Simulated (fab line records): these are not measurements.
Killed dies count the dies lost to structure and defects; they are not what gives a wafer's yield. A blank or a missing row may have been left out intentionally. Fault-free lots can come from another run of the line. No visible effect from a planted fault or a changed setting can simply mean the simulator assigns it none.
What tool caused it? ; flow gf180mcu ; Sampling: 14 lots, 42 wafers, 2 of 602 route steps

## WHAT THE GAUGES SHOWED, per wafer
GF_V5_OVL_MEAS_15. Usual: for V5_OVL the level is -1 nm and the standard deviation is 4.8.
lot;measured;on;V5_OVL (nm);flag
L608;day 27 10:20;overlay-02;-7 -4 -10;
L609;day 27 13:26;overlay-01;-3 0 -2;
L610;day 27 22:27;overlay-02;0 4 4;
L611;day 28 03:17;overlay-01;0 1 -1;
L612;day 28 11:14;overlay-01;6 7 9;
L613;day 28 13:36;overlay-01;-3 1 3;
L614;day 29 04:10;overlay-02;3 3 -3;
L617;day 29 22:54;overlay-01;-6 2 5;
L618;day 30 14:55;overlay-02;-1 1 -2;
L619;day 30 17:42;overlay-01;-9 -14 -12;
L623;day 31 22:55;overlay-01;6 2 5;
L625;day 32 05:40;overlay-01;6 0 0;
L626;day 32 11:33;overlay-01;-2 -4 -2;
L629;day 33 02:37;overlay-01;1 -6 -5;

## EACH LOT AND THE TOOL THAT RAN IT (in order: tool; ch and the chambers of the sampled wafers; start)
lot;GF_STI_OXIDATION_21
L608;furnace-01 ch 0, day 2 02:59
L609;furnace-01 ch 0, day 2 09:51
L610;furnace-01 ch 0, day 2 16:05
L611;furnace-02 ch 0, day 2 18:21
L612;furnace-01 ch 0, day 2 23:18
L613;furnace-02 ch 0, day 3 03:31
L614;furnace-02 ch 0, day 3 09:44
L617;furnace-02 ch 0, day 4 00:44
L618;furnace-01 ch 0, day 4 06:10
L619;furnace-02 ch 0, day 4 13:39
L623;furnace-02 ch 0, day 5 10:29
L625;furnace-01 ch 0, day 5 18:53
L626;furnace-02 ch 0, day 5 21:55
L629;furnace-01 ch 0, day 6 15:14
- GF_STI_OXIDATION_21: stabilise 600 s, purge 300 s, target thk 15 nm.

## WHAT THE TOOLS THEMSELVES READ (means of the sampled wafers that have a number; where no wafer has one, the mark that the record gives instead)
GF_STI_OXIDATION_21. Usual: zone-power-lower-pct reads 20.6 % (standard deviation 1.9).
lot;tool;zone-power-lower-pct (%);flag
L608;furnace-01;22.7;
L609;furnace-01;22.4;
L610;furnace-01;22.8;
L611;furnace-02;18.9;
L612;furnace-01;22.4;
L613;furnace-02;18.6;
L614;furnace-02;19.1;
L617;furnace-02;18.9;
L618;furnace-01;22.5;
L619;furnace-02;18.7;
L623;furnace-02;19.0;
L625;furnace-01;22.8;
L626;furnace-02;18.6;
L629;furnace-01;22.7;

## THE ANSWER, worked out from the rows above alone
Rule: take the mean of a lot's wafers that have a number; if it is more than 3 standard deviations from the usual mean, the lot is off. Also off: a lot with no number at a reading for which 4 or more lots have one. All remaining lots with rows at the step are treated as sound. First the gauges in route order, then the tools' own readings, where a lot's mean is used as printed above. At the first step where some lot is off, the reading lying furthest off is the one used; lots without a number count as furthest.
Nothing can be told from this: no lot is off at any reading shown.

## WHAT HAD BEEN PUT IN BY THE SIMULATOR
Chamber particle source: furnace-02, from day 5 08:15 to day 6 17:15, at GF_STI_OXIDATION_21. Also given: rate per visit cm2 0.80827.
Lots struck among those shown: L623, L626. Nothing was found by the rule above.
